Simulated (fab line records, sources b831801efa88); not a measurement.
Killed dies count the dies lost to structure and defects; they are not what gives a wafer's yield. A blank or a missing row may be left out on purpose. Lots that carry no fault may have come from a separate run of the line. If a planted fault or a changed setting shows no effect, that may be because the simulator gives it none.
A struck lot beside a sound one | flow sky130 | 43 steps out of a route of 708
Sound: wafers L790.1, L790.5, L790.6. Wafers L792.3, L792.4, L792.6 were the ones struck. Last of all comes the cause.
Each step with rows lists, per side, the tool, then ch with its chambers, then its first start. Under that, the readings that differ: sound wafers | struck wafers | difference of the means | sigmas: that difference in standard deviations of wafers without a fault.
alike: readings with means less than 2 such deviations apart, plus words and numbers identical on both sides. not compared: withheld readings, readings lacking a value on some wafer, bounds such as >300 that could conceal the same value, and numbers that have no deviation in the record and whose values overlap.
Wherever a step has rows on one side only, a row that says differs or no value, or a row with sigmas, the two part there. Numbers that have no deviation but don't overlap get no sigmas and don't part them. A reading missing from all wafers of one side parts the sides only when that side holds two or more wafers.

first, 8 steps without rows for these wafers: SKY_POLY_CUT_DEHYDRATE_00 (time 60 s); SKY_POLY_CUT_HMDS_01 (prime time 60 s); SKY_POLY_CUT_COAT_02 (resist thk 60 nm); SKY_POLY_CUT_COAT_03 (resist thk 450 nm); SKY_POLY_CUT_SOFTBAKE_04 (time 90 s); SKY_POLY_CUT_EXPOSE_05 (exposes mask NPCM, target cd 270 nm); SKY_POLY_CUT_PEB_06; SKY_POLY_CUT_DEVELOP_07 (develop time 60 s).
SKY_POLY_CUT_CD_MEAS_08 targets a cd of 270 nm.
  sound on cdSem-01 at day 27 03:38; struck on cdSem-01 at day 27 22:40
  alike: cdNm
SKY_POLY_CUT_OVL_MEAS_09:
  sound on overlay-01 at day 27 03:45; struck on overlay-02 at day 27 22:45
  alike: POLY_CUT_OVL
SKY_POLY_CUT_ETCH_10: etches BARC in N2/H2, stops on SiO2, time 45.9 s, target depth 60 nm.
  sound on rieDiel-03 ch 0,1,3, day 27 03:47; struck on rieDiel-01 ch 0,1,3, day 27 22:46
  alike: drypumpMotorCurrentA, n2FlowSccm, oesProductAu, throttleValvePct
  not compared: rfHoursCounterH
SKY_POLY_CUT_ETCH_11: etches Si3N4 in CF4/CH2F2/Ar, stops on poly-Si, time 42.5 s, target depth 60 nm.
  sound on rieDiel-03 ch 0,1,3, day 27 03:49; struck on rieDiel-01 ch 0,1,3, day 27 22:49
  alike: drypumpMotorCurrentA, oesProductAu, throttleValvePct
  not compared: rfHoursCounterH
SKY_POLY_CUT_STRIP_12: strips in O2/N2.
  sound on plasmaAsher-03 ch 0,1, day 27 03:52; struck on plasmaAsher-02 ch 0,1, day 27 22:53
  alike: drypumpMotorCurrentA, n2FlowSccm, oesProductAu, stripTimeToEndpointS
  not compared: rfHoursCounterH
then, 7 steps without rows for these wafers: SKY_SD_P_DEHYDRATE_00 (time 60 s); SKY_SD_P_HMDS_01 (prime time 60 s); SKY_SD_P_COAT_02 (resist thk 1140 nm); SKY_SD_P_SOFTBAKE_03 (time 60 s); SKY_SD_P_EXPOSE_04 (exposes mask PSDM, target cd 380 nm); SKY_SD_P_PEB_05; SKY_SD_P_DEVELOP_06 (develop time 60 s).
SKY_SD_P_CD_MEAS_07 targets a cd of 380 nm.
  sound on cdSem-01 at day 28 07:52; struck on cdSem-02 at day 29 02:40
  alike: cdNm
SKY_SD_P_OVL_MEAS_08:
  sound on overlay-01 at day 28 07:59; struck on overlay-02 at day 29 02:45
  alike: SD_P_OVL
then, 1 step without rows for these wafers: SKY_SD_P_IMPLANT_09.
SKY_SD_P_STRIP_10: strips in O2/N2.
  sound on plasmaAsher-02 ch 0,1, day 28 08:10; struck on plasmaAsher-02 ch 0,1, day 29 02:58
  alike: drypumpMotorCurrentA, n2FlowSccm, oesProductAu, stripTimeToEndpointS
  not compared: rfHoursCounterH
SKY_SD_P_TW_MEAS_11:
  sound on filmMetro-02 at day 28 08:16; struck on filmMetro-01 at day 29 03:02
reading | sound          | struck         | difference | sigmas
SD_P_TW | 2833 2855 2845 | 2786 2774 2800 | -58        | -2
then, 8 steps without rows for these wafers: SKY_RES_XHIGH_DEHYDRATE_00 (time 60 s); SKY_RES_XHIGH_HMDS_01 (prime time 60 s); SKY_RES_XHIGH_COAT_02 (resist thk 1140 nm); SKY_RES_XHIGH_SOFTBAKE_03 (time 60 s); SKY_RES_XHIGH_EXPOSE_04 (exposes mask URPM, target cd 1270 nm); SKY_RES_XHIGH_PEB_05; SKY_RES_XHIGH_DEVELOP_06 (develop time 60 s); SKY_RES_XHIGH_IMPLANT_07.
SKY_RES_XHIGH_STRIP_08: strips in O2/N2.
  sound on plasmaAsher-04 ch 0,1, day 29 11:25; struck on plasmaAsher-02 ch 0,1, day 30 06:42
  alike: drypumpMotorCurrentA, n2FlowSccm, oesProductAu, stripTimeToEndpointS
  not compared: rfHoursCounterH
SKY_RES_XHIGH_TW_MEAS_09:
  sound on filmMetro-01 at day 29 11:31; struck on filmMetro-01 at day 30 06:47
  alike: RES_XHIGH_TW
then, 7 steps without rows for these wafers: SKY_SD_N_DEHYDRATE_00 (time 60 s); SKY_SD_N_HMDS_01 (prime time 60 s); SKY_SD_N_COAT_02 (resist thk 1140 nm); SKY_SD_N_SOFTBAKE_03 (time 60 s); SKY_SD_N_EXPOSE_04 (exposes mask NSDM, target cd 380 nm); SKY_SD_N_PEB_05; SKY_SD_N_DEVELOP_06 (develop time 60 s).
-- a jump in the record: the struck wafers' starts before and after are 18 days apart (it breaks off in module SD_N and resumes in module PAD_OPEN, where the first step shown is number 708 of the route) --
SKY_PAD_OPEN_PROBE_99:
  sound on prober-02 at day 47 18:24; struck on prober-02 at day 48 07:08
reading          | sound    | struck     | difference | sigmas
killedAtFrontEnd | 20 17 14 | 64 34 53   | +33        | +8
killedDies       | 89 89 92 | 125 91 126 | +24        | +3
  alike: killed_at_M0_to_M3, killed_at_M4_up, killedAtContacts, killedAtOther, killedOpen, killedShort

## WHERE THEY PART
Earliest at SKY_SD_P_TW_MEAS_11; latest, in this record, at SKY_PAD_OPEN_PROBE_99.

WHY: whatever the simulator had introduced
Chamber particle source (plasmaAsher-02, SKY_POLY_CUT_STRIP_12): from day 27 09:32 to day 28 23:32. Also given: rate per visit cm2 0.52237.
